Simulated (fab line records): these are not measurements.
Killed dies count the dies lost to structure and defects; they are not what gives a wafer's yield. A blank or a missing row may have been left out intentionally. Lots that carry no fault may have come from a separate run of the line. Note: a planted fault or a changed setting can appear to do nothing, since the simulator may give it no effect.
Which tool did it? || flow gf180mcu || Sampling: 6 lots, 17 wafers, 3 of 602 route steps

## WHAT EACH GAUGE READ, for each wafer
GF_HV_LDD_CD_MEAS_46: the cd target is 400 nm.
{"lot": "L488", "measured": "day 13 07:22", "on": "cdSem-02", "cdNm (nm)": "397.9 398.5 397.9"}
{"lot": "L490", "measured": "day 13 22:17", "on": "cdSem-01", "cdNm (nm)": "398.1 398.6 401.0"}
{"lot": "L494", "measured": "day 15 11:34", "on": "cdSem-02", "cdNm (nm)": "401.8 401.7 403.0"}
{"lot": "L502", "measured": "day 18 02:39", "on": "cdSem-01", "cdNm (nm)": "536.5 400.1"}
{"lot": "L506", "measured": "day 19 20:49", "on": "cdSem-01", "cdNm (nm)": "399.6 539.9 401.3"}
{"lot": "L508", "measured": "day 20 08:44", "on": "cdSem-02", "cdNm (nm)": "399.2 399.1 399.8"}

## EACH LOT AND THE TOOL THAT RAN IT (in order: tool; ch and the chambers of the sampled wafers; start)
{"lot": "L488", "GF_HV_LDD_STRIP_22": "plasmaAsher-02 ch 0,1, day 11 17:24", "GF_HV_LDD_COAT_41": "lithoTrack-03 ch 0, day 12 20:49"}
{"lot": "L490", "GF_HV_LDD_STRIP_22": "plasmaAsher-02 ch 0,1, day 12 07:20", "GF_HV_LDD_COAT_41": "lithoTrack-01 ch 0, day 13 12:35"}
{"lot": "L494", "GF_HV_LDD_STRIP_22": "plasmaAsher-04 ch 0,1, day 13 17:01", "GF_HV_LDD_COAT_41": "lithoTrack-01 ch 0, day 15 01:17"}
{"lot": "L502", "GF_HV_LDD_STRIP_22": "plasmaAsher-01 ch 0,1, day 16 04:20", "GF_HV_LDD_COAT_41": "lithoTrack-01 ch 0, day 17 15:02"}
{"lot": "L506", "GF_HV_LDD_STRIP_22": "plasmaAsher-01 ch 0,1, day 17 15:53", "GF_HV_LDD_COAT_41": "lithoTrack-01 ch 0, day 19 08:52"}
{"lot": "L508", "GF_HV_LDD_STRIP_22": "plasmaAsher-02 ch 0,1, day 18 07:04", "GF_HV_LDD_COAT_41": "lithoTrack-03 ch 0, day 19 19:42"}
- GF_HV_LDD_STRIP_22: strips in O2/N2.
- GF_HV_LDD_COAT_41: resist thk 1000 nm.

## THE ANSWER, worked out from the rows above alone
Rule: what is usual is taken from the lots themselves. Put in order of their means at a reading, lots are off if they are a third of the lots or fewer, leave a main group of 4 or more, and stand apart from it by a gap of 3 or more times the standard deviation of the main group's means; of several such gaps the widest counts. The tables above print the reading to a certain number of digits; a main group whose means all agree to those digits is not used. Also off: a lot with no number at a reading for which 4 or more lots have one. The other lots that the step has rows for count as sound.
Off: L502, L506, at GF_HV_LDD_CD_MEAS_46 (cdNm). The main group: mean 399.7 nm, standard deviation 1.5.
If a tool, at a process step before that reading, ran all the lots that are off and no sound lot after the first of them, it fits. The gauges at GF_HV_LDD_CD_MEAS_46 are tried like those tools. Can't be told from this: 3 tools fit, plasmaAsher-01 at GF_HV_LDD_STRIP_22, lithoTrack-01 at GF_HV_LDD_COAT_41, cdSem-01 at GF_HV_LDD_CD_MEAS_46.

## WHAT THE SIMULATOR HAD PUT IN
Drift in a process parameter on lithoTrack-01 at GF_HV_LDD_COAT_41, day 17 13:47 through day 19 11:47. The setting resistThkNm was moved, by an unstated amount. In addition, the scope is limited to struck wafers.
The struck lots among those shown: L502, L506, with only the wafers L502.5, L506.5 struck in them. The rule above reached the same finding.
